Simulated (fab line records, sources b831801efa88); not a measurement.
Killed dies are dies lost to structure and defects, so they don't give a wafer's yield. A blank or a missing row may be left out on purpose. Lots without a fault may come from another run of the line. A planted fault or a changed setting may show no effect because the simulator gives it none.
Chamber matching | flow sky130 | SKY_FIELD_ISO_ETCH_15 on rie_diel-01: 4 sister chambers
The step etches the open film in CHF3/O2, stops on Si, target depth 180 nm, time 72 s. 4 wafers are shown with their chamber, then 8 later ones without.

WAFERS WITH THEIR CHAMBER
wafer  | chamber | throttle_valve_pct (%)
L489.2 | 3       | 8.846
L494.3 | 0       | 8.836
L496.6 | 1       | 8.854
L506.3 | 2       | 8.844

WAFERS WITHOUT THEIR CHAMBER
wafer  | throttle_valve_pct (%)
L506.4 | 8.851
L506.5 | 8.853
L507.2 | 8.825
L507.4 | 8.850
L507.6 | 8.856
L508.1 | 8.848
L508.4 | 8.846
L508.6 | 8.838

WHICH CHAMBER EACH WENT THROUGH
wafer  | from the rows above          | in truth
L506.4 | can't be placed: 1 or 3 or 2 | 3
L506.5 | can't be placed: 1 or 3 or 2 | 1
L507.2 | can't be placed: 0 or 2      | 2
L507.4 | can't be placed: 1 or 3 or 2 | 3
L507.6 | can't be placed: 1 or 3      | 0
L508.1 | can't be placed: 3 or 2 or 1 | 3
L508.4 | can't be placed: 3 or 2 or 1 | 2
L508.6 | can't be placed: 0 or 2 or 3 | 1
Placed correctly: 0 of 8. Can't be placed from these rows: 8 (the true chamber is among the candidates in 6). Placed wrongly: 0.
How it was worked out, from the rows above alone: a wafer's distance from a chamber is the root of the sum, over the readings, of the square of ((its reading less the chamber's mean) divided by the reading's scatter). The wafer belongs to the nearest chamber; if the next one is less than 2 further off, it can't be placed. A chamber's mean is the mean of its shown wafers. The scatter: with one shown wafer a chamber, the root of the mean of the squares of how far each hidden wafer lies from its nearest shown one.
